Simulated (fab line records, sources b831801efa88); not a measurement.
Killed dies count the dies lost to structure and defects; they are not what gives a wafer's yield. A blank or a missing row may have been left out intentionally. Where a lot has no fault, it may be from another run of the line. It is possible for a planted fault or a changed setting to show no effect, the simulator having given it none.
2 desks, one fault | flow sky130 | each desk has only its own numbers; what lay behind them comes last

## FROM THE METROLOGY DESK
What the gauges read, lot by lot, whatever tool the lot ran on: means of the sampled wafers that have a number. Any lot whose mean is over 4 standard deviations away from the usual mean is out of limits and marked OUT; that distance is given in the brackets.
Columns: A = METAL2_ALCU_THK at SKY_METAL2_THK_MEAS_06, usual 253 nm; B = cdNm at SKY_METAL2_CD_MEAS_15, usual 140.0 nm; C = METAL2_OVL at SKY_METAL2_OVL_MEAS_16, usual -1 nm
lot  | first seen here | A   | B     | C
L487 | day 34 11:17    | 250 | 138.9 | 1
L491 | day 36 01:35    | 251 | 140.3 | 3
L492 | day 36 09:56    | 253 | 141.1 | -1
L494 | day 36 15:40    | 259 | 137.9 | 1
L501 | day 38 21:07    | 253 | 140.0 | -13
L502 | day 39 04:01    | 247 | 141.1 | -6
Finding of this desk: none of the 6 lots has anything out of limits.

## TOOL OWNER'S DESK, rieMetal-01
The tool's own readings at SKY_METAL2_ETCH_18 (etches BARC in N2/H2, stops on SiO2, time 45.9 s, target depth 60 nm): means of the sampled wafers that have a number, for each lot that ran on this tool. Any lot whose mean is over 4 standard deviations away from the usual mean is out of limits and marked OUT; that distance is given in the brackets.
Columns: A = biasW at SKY_METAL2_ETCH_18, usual 100.0 W; B = drypumpMotorCurrentA at SKY_METAL2_ETCH_18, usual 5.8 A; C = oesProductAu at SKY_METAL2_ETCH_18, usual 0.854 a.u.; D = throttleValvePct at SKY_METAL2_ETCH_18, usual 13.224 %
lot  | first seen here | A              | B   | C     | D
L487 | day 35 13:17    | 100.0          | 5.8 | 0.849 | 13.220
L492 | day 37 12:19    | 93.3 (-21) OUT | 5.8 | 0.856 | 13.214
L494 | day 37 18:27    | 93.6 (-20) OUT | 5.7 | 0.853 | 13.225
This desk finds L492, L494 out of limits, L492 being first, at day 37 12:19 (biasW at SKY_METAL2_ETCH_18). L487 stayed within limits.

## ALL TOGETHER
The tool owner's desk could have raised an alarm at day 37 12:19, on L492, L494.
Nothing out of limits was seen by the metrology desk.
The metrology desk has L492, L494 on record, within its limits.
All the named lots went through SKY_METAL2_ETCH_18 on rieMetal-01.

## WHAT THE SIMULATOR HAD INSERTED
rieMetal-01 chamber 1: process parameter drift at SKY_METAL2_ETCH_18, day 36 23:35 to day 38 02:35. Setting biasW shifted by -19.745 from 100. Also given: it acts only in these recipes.
Lots struck among those shown: L492, L494.
Hours from the fault's start to each desk's first reading out of limits: the tool owner's desk, 13.
